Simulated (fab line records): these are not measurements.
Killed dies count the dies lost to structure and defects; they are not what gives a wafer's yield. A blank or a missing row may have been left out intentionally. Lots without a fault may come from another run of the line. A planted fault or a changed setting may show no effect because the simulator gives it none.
Which tool did it?	flow gf180mcu	Sampling: 13 lots, 37 wafers, 4 of 602 route steps

WHAT THE GAUGES READ, wafer by wafer
GF_V4_CD_MEAS_14: the cd target is 260 nm.
lot	measured	on	cd-nm (nm)
L462	day 24 16:17	cd-sem-01	261.5 261.2 260.1
L463	day 24 21:48	cd-sem-02	258.6 259.5 259.8
L464	day 25 09:30	cd-sem-02	261.6 260.0 261.3
L466	day 26 05:17	cd-sem-01	260.2 260.3 259.8
L468	day 26 08:38	cd-sem-01	258.4 259.5 258.0
L469	day 27 03:32	cd-sem-01	260.9 260.2 259.4
L470	day 27 05:32	cd-sem-02	259.9 258.9 259.4
L472	day 27 23:53	cd-sem-02	259.1 258.6 259.4
L473	day 28 07:56	cd-sem-02	261.1 262.2 262.2
L474	day 28 11:55	cd-sem-02	260.7 259.8 260.0
L475	day 28 21:56	cd-sem-02	262.1 263.3 262.5
L482	day 30 22:28	cd-sem-01	207.4 260.6
L484	day 31 14:11	cd-sem-02	259.6 205.3

WHAT TOOL EACH LOT RAN ON (gives the tool, then ch and the chambers of the sampled wafers, and finally the start)
lot	GF_M4_SPUTTER_03	GF_M4_METAL_ETCH_16	GF_V4_PEB_12
L462	pvd-sputter-01, day 22 19:26	rie-metal-02 ch 0,1, day 23 17:59	litho-track-01 ch 0, day 24 15:58
L463	pvd-sputter-01, day 22 23:46	rie-metal-04 ch 0,1, day 23 22:20	litho-track-03 ch 0, day 24 21:28
L464	pvd-sputter-02, day 23 11:43	rie-metal-03 ch 0,1, day 24 10:08	litho-track-03 ch 0, day 25 09:10
L466	pvd-sputter-03, day 24 08:32	rie-metal-03 ch 0,1, day 25 06:20	litho-track-03 ch 0, day 26 04:56
L468	pvd-sputter-02, day 24 12:55	rie-metal-02 ch 0,1, day 25 09:59	litho-track-04 ch 0, day 26 08:17
L469	pvd-sputter-01, day 25 08:14	rie-metal-03 ch 0,1, day 26 05:47	litho-track-03 ch 0, day 27 03:11
L470	pvd-sputter-01, day 25 09:52	rie-metal-02 ch 0, day 26 07:17	litho-track-04 ch 0, day 27 05:11
L472	pvd-sputter-01, day 26 05:30	rie-metal-03 ch 0,1, day 27 02:21	litho-track-03 ch 0, day 27 23:32
L473	pvd-sputter-02, day 26 14:01	rie-metal-03 ch 0,1, day 27 10:32	litho-track-03 ch 0, day 28 07:32
L474	pvd-sputter-01, day 26 18:02	rie-metal-04 ch 0,1, day 27 14:53	litho-track-03 ch 0, day 28 11:36
L475	pvd-sputter-03, day 27 04:23	rie-metal-03 ch 0,1, day 28 00:32	litho-track-01 ch 0, day 28 21:35
L482	pvd-sputter-03, day 29 07:45	rie-metal-02 ch 0,1, day 30 02:47	litho-track-03 ch 0, day 30 22:09
L484	pvd-sputter-01, day 30 00:45	rie-metal-02 ch 0,1, day 30 18:43	litho-track-03 ch 0, day 31 13:53
- GF_M4_SPUTTER_03: material Ti, target thk 10 nm, time 6.7 s.
- GF_M4_METAL_ETCH_16: etches the open film in Cl2/BCl3, stops on SiO2, target depth 750.8 nm, time 125.1 s.
- GF_V4_PEB_12: peb time 90 s.

AS READ BY THE TOOLS THEMSELVES (means over the sampled wafers that have a number; for cases with no such wafer, the mark the record gives instead)
GF_M4_SPUTTER_03.
lot	tool	throttle-valve-pct (%)
L462	pvd-sputter-01	30.8
L463	pvd-sputter-01	30.5
L464	pvd-sputter-02	29.6
L466	pvd-sputter-03	30.2
L468	pvd-sputter-02	29.2
L469	pvd-sputter-01	30.9
L470	pvd-sputter-01	30.7
L472	pvd-sputter-01	30.8
L473	pvd-sputter-02	29.2
L474	pvd-sputter-01	30.5
L475	pvd-sputter-03	31.5
L482	pvd-sputter-03	29.8
L484	pvd-sputter-01	31.3

GF_M4_METAL_ETCH_16.
lot	tool	chamber-pressure-mTorr (mTorr)	drypump-motor-current-A (A)	oes-product-au (a.u.)	throttle-valve-pct (%)
L462	rie-metal-02	8.006	5.7	0.990	28.243
L463	rie-metal-04	8.001	5.7	0.983	28.238
L464	rie-metal-03	8.004	5.2	0.986	28.233
L466	rie-metal-03	7.998	5.2	0.987	28.226
L468	rie-metal-02	8.004	5.7	0.988	28.228
L469	rie-metal-03	7.995	5.2	0.987	28.228
L470	rie-metal-02	8.002	5.7	0.990	28.228
L472	rie-metal-03	7.999	5.2	0.986	28.234
L473	rie-metal-03	8.005	5.2	0.989	28.228
L474	rie-metal-04	7.994	6.1	0.993	28.226
L475	rie-metal-03	8.002	5.5	0.990	28.230
L482	rie-metal-02	7.997	5.8	0.996	28.230
L484	rie-metal-02	8.002	5.8	0.988	28.233

GF_V4_PEB_12.
lot	tool	heater-power-total-W (W)
L462	litho-track-01	85.72
L463	litho-track-03	85.82
L464	litho-track-03	85.69
L466	litho-track-03	85.64
L468	litho-track-04	85.66
L469	litho-track-03	85.76
L470	litho-track-04	85.64
L472	litho-track-03	85.64
L473	litho-track-03	85.73
L474	litho-track-03	85.68
L475	litho-track-01	85.66
L482	litho-track-03	108.18
L484	litho-track-03	107.97

THE ANSWER, worked out from the rows above alone
Rule: the lots themselves supply what counts as usual. Put in order of their means at a reading, lots are off if they are a third of the lots or fewer, leave a main group of 4 or more, and stand apart from it by a gap of 3 or more times the standard deviation of the main group's means; of several such gaps the widest counts. A main group is skipped when, at the precision printed for the reading in the tables above, its means are all equal. A lot without any number at a reading at which 4 lots or more have one is off too. The other lots that the step has rows for count as sound. First the gauges in route order, then the tools' own readings, where a lot's mean is used as printed above. The first step at which some lot is off is used, and at that step the reading that is off furthest; a lot without a number counts as furthest.
Off, at GF_V4_CD_MEAS_14 on cd-nm: L482, L484. Mean 260.3 nm and standard deviation 1.2 in the main group.
A tool fits if, at a process step before that reading, it ran every lot that is off, and no sound lot after the first of them. The gauges at GF_V4_CD_MEAS_14 aren't tried: what is off there is off at GF_V4_PEB_12 too, on other tools, and a gauge's error can't cause that. This does not decide it: 2 tools fit, namely rie-metal-02 at GF_M4_METAL_ETCH_16 and litho-track-03 at GF_V4_PEB_12.

WHAT THE SIMULATOR HAD PUT IN
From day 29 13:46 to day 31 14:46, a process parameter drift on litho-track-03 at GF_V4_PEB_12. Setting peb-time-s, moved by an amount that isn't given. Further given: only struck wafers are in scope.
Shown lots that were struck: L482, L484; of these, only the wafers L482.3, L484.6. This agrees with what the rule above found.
